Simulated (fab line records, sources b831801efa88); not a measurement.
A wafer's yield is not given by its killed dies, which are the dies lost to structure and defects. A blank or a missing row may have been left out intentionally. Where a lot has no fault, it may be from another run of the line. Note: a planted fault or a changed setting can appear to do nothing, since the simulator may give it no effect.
Comparing a struck lot with a sound one ; flow gf180mcu ; 14 out of 602 route steps
Sound: wafers L654.3, L654.4, L654.6. Struck: wafers L647.1, L647.2. (L647.4 of the same lot was not struck and is left out.) The cause comes at the end.
Order at every step that has rows: each side's tool, ch and its chambers, its first start. Under that, the readings that differ: sound wafers ; struck wafers ; difference of the means ; sigmas: that difference in standard deviations of wafers without a fault.
alike: readings with means less than 2 such deviations apart, plus words and numbers identical on both sides. not compared: withheld readings, readings lacking a value on some wafer, bounds such as >300 that could conceal the same value, and numbers that have no deviation in the record and whose values overlap.
A row with sigmas, a row that says differs or no value, or rows on one side alone: a step with any of these is where the two part. Non-overlapping numbers with no deviation appear without sigmas and do not part them. Lack of a reading on every wafer of one side parts them only where that side has two or more wafers.

first, 3 steps without rows for these wafers: GF_CONTACT_CLEAN_19 (cleans in SPM); GF_CONTACT_CLEAN_20 (cleans in DIW); GF_CONTACT_CLEAN_21 (cleans in dHF, time 20 s).
GF_CONTACT_SPUTTER_22: material Ti, target thk 15 nm, time 80.02 s.
  sound on pvd-sputter-04 at day 22 16:17; struck on pvd-sputter-01 at day 20 02:55
  alike: throttle-valve-pct
GF_CONTACT_SPUTTER_23: material TiN, target thk 10 nm, time 40 s.
  sound on pvd-sputter-04 at day 22 16:22; struck on pvd-sputter-01 at day 20 02:59
  alike: throttle-valve-pct
then, 1 step without rows for these wafers: GF_CONTACT_CVD_24 (deposits W, target thk 300 nm, time 90.339 s).
GF_CONTACT_RS_MEAS_25: the measuring method here is four-point-probe.
  sound on film-metro-03 at day 22 16:32; struck on film-metro-01 at day 20 03:25
  alike: CONTACT_W_RS
GF_CONTACT_THK_MEAS_26: measures by xrf.
  sound on film-metro-03 at day 22 16:38; struck on film-metro-01 at day 20 03:32
  alike: CONTACT_W_THK
then, 2 steps without rows for these wafers: GF_CONTACT_CMP_27 (polishes, stops on SiO2, t overpolish 15 s, target thk 0 nm); GF_M1_SPUTTER_00 (material Ti, target thk 37.5 nm, time 150 s).
GF_M1_SPUTTER_01: material TiN, target thk 30 nm, time 25 s.
  sound on pvd-sputter-02 at day 22 17:04; struck on pvd-sputter-04 at day 20 04:00
  alike: throttle-valve-pct
GF_M1_SPUTTER_02: material AlCu, target thk 450 nm, time 23.9 s.
  sound on pvd-sputter-02 at day 22 17:07; struck on pvd-sputter-04 at day 20 04:02
  alike: throttle-valve-pct
GF_M1_SPUTTER_03: material Ti, target thk 10 nm, time 6.7 s.
  sound on pvd-sputter-02 at day 22 17:08; struck on pvd-sputter-04 at day 20 04:04
reading;sound;struck;difference;sigmas
model.Ti_of_M1_SPUTTER_03.thk-nm (nm);9.823 9.751 10.12;13.01 12.74;+2.98;
  alike: throttle-valve-pct
GF_M1_SPUTTER_04: material TiN, target thk 50 nm, time 41.7 s.
  sound on pvd-sputter-02 at day 22 17:10; struck on pvd-sputter-04 at day 20 04:05
  alike: throttle-valve-pct

== WHERE THEY PART ==
Nowhere in this record.

WHY: the cause the simulator had injected
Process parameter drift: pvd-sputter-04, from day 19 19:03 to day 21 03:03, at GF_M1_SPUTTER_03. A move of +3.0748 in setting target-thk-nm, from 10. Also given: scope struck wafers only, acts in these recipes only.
